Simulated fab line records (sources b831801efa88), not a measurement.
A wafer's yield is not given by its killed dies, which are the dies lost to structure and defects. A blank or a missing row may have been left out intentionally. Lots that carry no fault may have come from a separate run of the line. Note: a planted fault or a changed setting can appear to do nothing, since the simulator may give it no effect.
2 desks, one fault    flow sfq-line    each desk holds nothing but its own numbers, with what lay behind them at the end

## AT THE TOOL OWNER'S DESK: litho-track-02
The tool's own readings at SFQ_TRILAYER_L0_VIA_LITHO_COAT_013 (resist thk 650 nm): means of the sampled wafers that have a number, for each lot that ran on this tool. A lot is out of limits, marked OUT, if its mean lies more than 4 standard deviations from the usual mean; the brackets give that distance.
Columns: A = spin-speed-rpm at SFQ_TRILAYER_L0_VIA_LITHO_COAT_013, usual 2999.9 rpm
lot   first seen here  A
L712  day 4 14:26      3000.2
L728  day 8 06:51      3000.3
L730  day 8 17:56      3002.4
This desk's finding: nothing out of limits on any of the 3 lots.

## THE METROLOGY DESK
Lot by lot, what the gauges showed, no matter which tool ran the lot: averages of those sampled wafers that carry a number. A lot is out of limits, marked OUT, if its mean lies more than 4 standard deviations from the usual mean; the brackets give that distance.
Columns: A = L0V_OVL at SFQ_L0V_OVL_MEAS_903, usual -1 nm
lot   first seen here  A
L712  day 7 16:28      -4
L720  day 9 19:19      -4
L728  day 12 01:25     3
L730  day 12 14:25     -4
L734  day 13 19:05     2
L735  day 14 02:17     -3
This desk's finding: nothing out of limits on any of the 6 lots.

## BROUGHT TOGETHER
The desk of the tool owner found nothing out of limits.
The metrology desk saw nothing out of limits.

## WHAT WAS PUT IN BY THE SIMULATOR
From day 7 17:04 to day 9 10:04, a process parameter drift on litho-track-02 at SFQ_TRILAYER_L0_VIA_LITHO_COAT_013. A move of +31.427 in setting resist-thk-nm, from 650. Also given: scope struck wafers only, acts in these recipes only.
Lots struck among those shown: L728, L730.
